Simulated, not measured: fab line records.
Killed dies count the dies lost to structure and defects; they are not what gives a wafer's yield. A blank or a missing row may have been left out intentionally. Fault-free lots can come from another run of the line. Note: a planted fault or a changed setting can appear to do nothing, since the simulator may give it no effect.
Struck lot and sound lot, side by side | flow gf180mcu | 15 out of 602 route steps
Sound: these wafers, L880.1, L880.2, L880.4. Struck: wafer L883.5 (left out: L883.2, L883.3 of the same lot, which were not struck); the cause appears at the end.
Order at every step that has rows: each side's tool, ch and its chambers, its first start. Under that, the readings that differ: sound wafers | struck wafers | difference of the means | sigmas: that difference in standard deviations of wafers without a fault.
alike: readings whose means differ by less than 2 such deviations, and words and numbers that are the same on both sides. not compared: withheld readings, readings that some wafer has no value for, bounds like >300 that may hide the same value, and numbers for which the record gives no deviation and whose values overlap.
Wherever a step has rows on one side only, a row that says differs or no value, or a row with sigmas, the two part there. Non-overlapping numbers with no deviation appear without sigmas and do not part them. A reading missing from all wafers of one side parts the sides only when that side holds two or more wafers.

first, 3 steps without rows for these wafers: GF_M5_EXPOSE_04 (exposes mask Metal5, target cd 280 nm); GF_M5_PEB_05 (peb time 90 s); GF_M5_DEVELOP_06 (develop time 60 s).
GF_M5_CD_MEAS_07 targets a cd of 280 nm.
  struck on cd sem-01, day 27 19:20; sound on cd sem-02, day 26 11:03
  alike: cd nm
GF_M5_OVL_MEAS_08:
  struck on overlay-02, day 27 19:27; sound on overlay-01, day 26 11:10
  alike: M5_OVL
GF_M5_ETCH_09: etches Si3N4 in CF4/O2, target depth 52 nm, time 11.6 s.
  sound on rie diel-03 ch 0,2,3, day 26 11:13; struck on rie diel-02 ch 2, day 27 19:29
  reading                | sound             | struck | difference | sigmas
  throttle valve pct (%) | 5.979 5.973 5.982 | 5.954  | -0.024     | -2
  alike: bias w, drypump motor current A, oes product au
  not compared: rf hours counter h
GF_M5_METAL_ETCH_10: etches the open film in Cl2/BCl3, stops on SiO2, target depth 750.8 nm, time 125.1 s.
  sound on rie metal-02 ch 0,1, day 26 11:14; struck on rie metal-02 ch 0, day 27 19:30
  alike: bcl3 flow sccm, bias w, drypump motor current A, oes product au, throttle valve pct
  not compared: rf hours counter h
GF_M5_STRIP_11: strips in O2/N2.
  sound on plasma asher-02 ch 0,1, day 26 11:22; struck on plasma asher-02 ch 0, day 27 19:38
  alike: drypump motor current A, heater power w, oes product au, strip time to endpoint s
  not compared: rf hours counter h
then, 3 steps without rows for these wafers: GF_M5_STRIP_12 (strips in post etch residue remover, time 1200 s); GF_M5_CLEAN_13 (cleans in DIW); GF_V5_CVD_00 (deposits SiO2, target thk 300 nm, time 50 s).
GF_V5_THK_MEAS_01:
  struck on film metro-02, day 27 20:16; sound on film metro-02, day 26 11:56
  alike: V5_CVD_00_THK
GF_V5_CVD_02: deposits SiO2 from TEOS, target thk 1450 nm, time 163.28 s.
  sound on pecvd-01 ch 1,2, day 26 12:00; struck on pecvd-01 ch 2, day 27 20:19
  reading                             | sound          | struck | difference | sigmas
  model.SiO2_of_V5_CVD_02.thk nm (nm) | 1439 1444 1455 | 1115   | -331       |
  alike: heater power outer w, heater power w
GF_V5_THK_MEAS_03:
  struck on film metro-04, day 27 20:26; sound on film metro-04, day 26 12:06
  reading            | sound          | struck | difference | sigmas
  V5_CVD_02_THK (nm) | 1439 1442 1456 | 1115   | -331       | -17
GF_V5_CMP_04: polishes SiO2.
  sound on cmp-02 ch 0,2,3, day 26 12:10; struck on cmp-02 ch 1, day 27 20:46
  alike: motor current A

== WHERE THEY PART ==
Earliest at GF_M5_ETCH_09; latest, in this record, at GF_V5_THK_MEAS_03. Later steps at which nothing parts them and some readings are alike: GF_V5_CMP_04.

WHY: what had been put in by the simulator
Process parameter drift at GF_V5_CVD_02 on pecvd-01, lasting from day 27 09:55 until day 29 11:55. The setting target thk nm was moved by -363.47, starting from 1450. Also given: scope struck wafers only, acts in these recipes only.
